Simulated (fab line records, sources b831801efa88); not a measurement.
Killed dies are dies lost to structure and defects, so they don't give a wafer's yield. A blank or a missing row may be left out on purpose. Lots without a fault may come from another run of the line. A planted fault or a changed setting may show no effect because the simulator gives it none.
fab line records | flow sky130
record lots=7 wafers=21 last_day=49
route steps=708 shown METAL3@571 VIA3@573
lots that met no fault: from a run of the same line without faults
start_h: hours from the record's first day to the start of the lot's first wafer shown | wait_h: hours since the lot's step before | " the same as in the row above | L1.1+2: a row that stands for several wafers | - no value, or no start given | * or withheld: withheld | < > ~ a bound
route shown NAME@n: a module of which the file shows steps, and the number in the route of the first | usual: mean/standard deviation of fault-free wafers | same: alike in all rows | chamber/n: place in a boat | sites: the reading at each site | _std_site: their standard deviation | _edge_site: outer sites' mean less inner sites' | radius_mm: how far each site lies from the wafer's centre | mask NAME#n: copy n | behind: the tool/chamber that last shaped the wafer | hold: why the lot was held/for how many hours/how that ended | device: the transistor (n, p or np) that didn't switch | end of line: the same wafers' tests at the end of the route | a step without rows: its recipe alone | killed: dies lost to structure and defects at the first sort, not the wafer's yield | map: a wafer's dies, x killed, . not, _ none there
set.NAME: the setting as run; set.NAME@STEP: as run at that earlier step | model.NAME: the simulator's own value behind a step, which no gauge read
lots at some steps of the route; a table a step, a row a wafer
services: from which hour (start_h, from the record's first day; less than 0 if before it) a tool's chamber was out of use, for how many hours, and why
## steps
# step SKY_METAL3_CLEAN_21
# recipe chemistry=IPA time_s=180 temp_c=25
# step SKY_METAL3_CLEAN_22
# recipe chemistry=O3/DIW dry=n2_spin
# step SKY_VIA3_HDPCVD_00
# recipe material=SiO2 target_thk_nm=1635 sigma_open_frac=0.3 time_s=272.5 temp_c=400 sih4_flow_sccm=60 pressure_mtorr=6
# step SKY_VIA3_THK_MEAS_01
# recipe reads=SiO2_of_VIA3_HDPCVD_00
# usual VIA3_HDPCVD_THK=1629/15
# columns lot.wafer tool chamber start_h wait_h VIA3_HDPCVD_THK[nm]
L490.2 film_metro-02 - 920.08 0.1 1613
L490.3 " - " " 1605
L490.5 " - " " 1638
L491.1 film_metro-02 - 921.55 0.1 1624
L491.4 " - " " 1630
L491.5 " - " " 1630
L495.3 film_metro-01 - 957.76 0.1 1632
L495.4 " - " " 1638
L495.6 " - " " 1637
L496.1 film_metro-02 - 968.90 0.2 1659
L496.2 " - " " 1635
L496.3 " - " " 1647
L498.3 film_metro-03 - 977.53 0.1 1600
L498.4 " - " " 1631
L498.5 " - " " 1625
L502.2 film_metro-03 - 1005.10 0.1 1618
L502.5 " - " " 1612
L502.6 " - " " 1601
L508.1 film_metro-03 - 1035.34 0.1 1616
L508.4 " - " " 1641
L508.6 " - " " 1613
# step SKY_VIA3_CMP_02
# recipe material=SiO2 down_force_psi=4 platen_rpm=60 pad_velocity_m_s=0.94248
# usual motor_current_A=12.3/1.4 slurry_filter_dp_kPa=13.50/0.13
# columns lot.wafer tool chamber start_h wait_h motor_current_A slurry_filter_dp_kPa
L490.3 cmp-02 3 920.13 0.0 11.7 13.30
L490.2 " 0 " " 11.5 13.37
L490.5 " 0 " " 11.6 13.40
L491.4 cmp-01 0 921.66 0.1 12.0 13.45
L491.1 " 1 " " 12.4 13.29
L491.5 " 3 " " 11.1 13.34
L495.4 cmp-01 0 957.80 0.0 12.8 13.28
L495.3 " 1 " " 12.2 13.59
L495.6 " 1 " " 11.5 13.57
L496.2 cmp-01 1 968.96 0.0 12.3 13.50
L496.3 " 2 " " 13.3 13.57
L496.1 " 3 " " 11.7 13.61
L498.3 cmp-02 1 977.57 0.0 14.4 13.48
L498.4 " 3 " " 11.8 13.49
L498.5 " 1 " " 14.6 13.67
L502.2 cmp-02 2 1005.15 0.0 11.1 13.92
L502.6 " 2 " " 10.9 13.55
L502.5 " 3 " " 11.9 13.24
L508.4 cmp-01 2 1035.40 0.0 12.9 13.66
L508.1 " 1 " " 12.0 13.53
L508.6 " 3 " " 11.2 13.44
# step SKY_VIA3_BOW_MEAS_03
# recipe mode=bow
# usual VIA3_BOW=79/7.1
# columns lot.wafer tool chamber start_h wait_h VIA3_BOW[um]
L490.2 film_metro-03 - 920.45 0.2 99
L490.3 " - " " 73
L490.5 " - " " 91
L491.1 film_metro-03 - 921.91 0.1 66
L491.4 " - " " 74
L491.5 " - " " 77
L495.3 film_metro-02 - 958.14 0.2 68
L495.4 " - " " 78
L495.6 " - " " 80
L496.1 film_metro-02 - 969.26 0.1 84
L496.2 " - " " 89
L496.3 " - " " 80
L498.3 film_metro-03 - 977.91 0.3 78
L498.4 " - " " 71
L498.5 " - " " 77
L502.2 film_metro-02 - 1005.47 0.3 68
L502.5 " - " " 77
L502.6 " - " " 69
L508.1 film_metro-03 - 1035.70 0.1 78
L508.4 " - " " 72
L508.6 " - " " 76
# step SKY_VIA3_DEHYDRATE_04
# recipe temp_c=200 time_s=60
# step SKY_VIA3_HMDS_05
# recipe prime_time_s=60 prime_temp_c=120
# step SKY_VIA3_COAT_06
# recipe resist=BARC temp_c=withheld time_s=withheld spin_rpm=3000 resist_thk_nm=60
# step SKY_VIA3_COAT_07
# recipe resist=KrF-thick spin_rpm=3000 resist_thk_nm=450
# step SKY_VIA3_SOFTBAKE_08
# recipe temp_c=100 time_s=90 resist=KrF-thick
# step SKY_VIA3_EXPOSE_09
# recipe mask_id=VIM3 na=0.8 source_shape=annular sigma_inner=0.55 sigma_outer=0.85 target_cd_nm=200 dose_mj=38
# step SKY_VIA3_PEB_10
# recipe peb_temp_c=withheld peb_time_s=withheld resist=KrF-thick
# usual chill_plate_temp_C=* exhaust_pa=45.0/0.86
# columns lot.wafer tool chamber start_h wait_h chill_plate_temp_C exhaust_pa
L490.2 litho_track-02 0 944 - * 45.7
L490.3 " 0 " " * 45.6
L490.5 " 0 " " * 45.7
L491.1 litho_track-02 0 945 - * 45.6
L491.4 " 0 " " * 45.7
L491.5 " 0 " " * 45.7
L495.3 litho_track-02 - 981 - - -
L495.4 " - " " - -
L495.6 " - " " - -
L496.1 litho_track-04 - 992 - - -
L496.2 " - " " - -
L496.3 " - " " - -
L498.3 litho_track-02 - 1000 - - -
L498.4 " - " " - -
L498.5 " - " " - -
L502.2 litho_track-04 0 1027 - * 43.8
L502.5 " 0 " " * 43.5
L502.6 " 0 " " * 45.1
L508.1 litho_track-01 0 1058 - * 47.2
L508.4 " 0 " " * 44.8
L508.6 " 0 1059 - * 45.3
# step SKY_VIA3_DEVELOP_11
# recipe develop_time_s=60 resist=KrF-thick dev_temp_c=21
## services
# columns tool chamber start_h hours kind
cmp-02 - 902.63 3.3 pm
cmp-01 - 913.95 4.0 pm
cmp-01 - 917.95 - consumable_replace:conditioner
cmp-01 - 917.95 - consumable_replace:pad
cmp-02 - 946.94 0.8 repair
cmp-02 - 1017.87 4.8 repair
cmp-02 - 1030.01 3.4 pm
cmp-02 - 1034.97 3.3 repair
cmp-01 - 1045.41 1.4 repair
cmp-01 - 1053.96 3.3 repair
## key
first_sign step=SKY_VIA3_PEB_10 reading=tool_record direction=missing
effect none on later readings
met_at SKY_VIA3_PEB_10
struck_wafers L495.3,L495.4,L495.6,L496.1,L496.2,L496.3,L498.3,L498.4,L498.5
later_rows_left_out L495.3,L495.4,L495.6,L496.1,L496.2,L496.3,L498.3,L498.4,L498.5
sort_left_out L495.3,L495.4,L495.6,L496.1,L496.2,L496.3,L498.3,L498.4,L498.5
onset_between 945 981
fault kind=skipped_step_whole tool=litho_track-02,litho_track-04 chamber=- onset_h=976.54 steps=SKY_VIA3_PEB_10 scope=struck_lots_only
# sort_left_out: the simulated sort isn't trusted on such a fault, so these wafers' sort isn't shown, and their yield isn't known
# later_rows_left_out: the simulator's readings of these wafers behind a module that went badly wrong aren't trusted and aren't shown, but for the sort
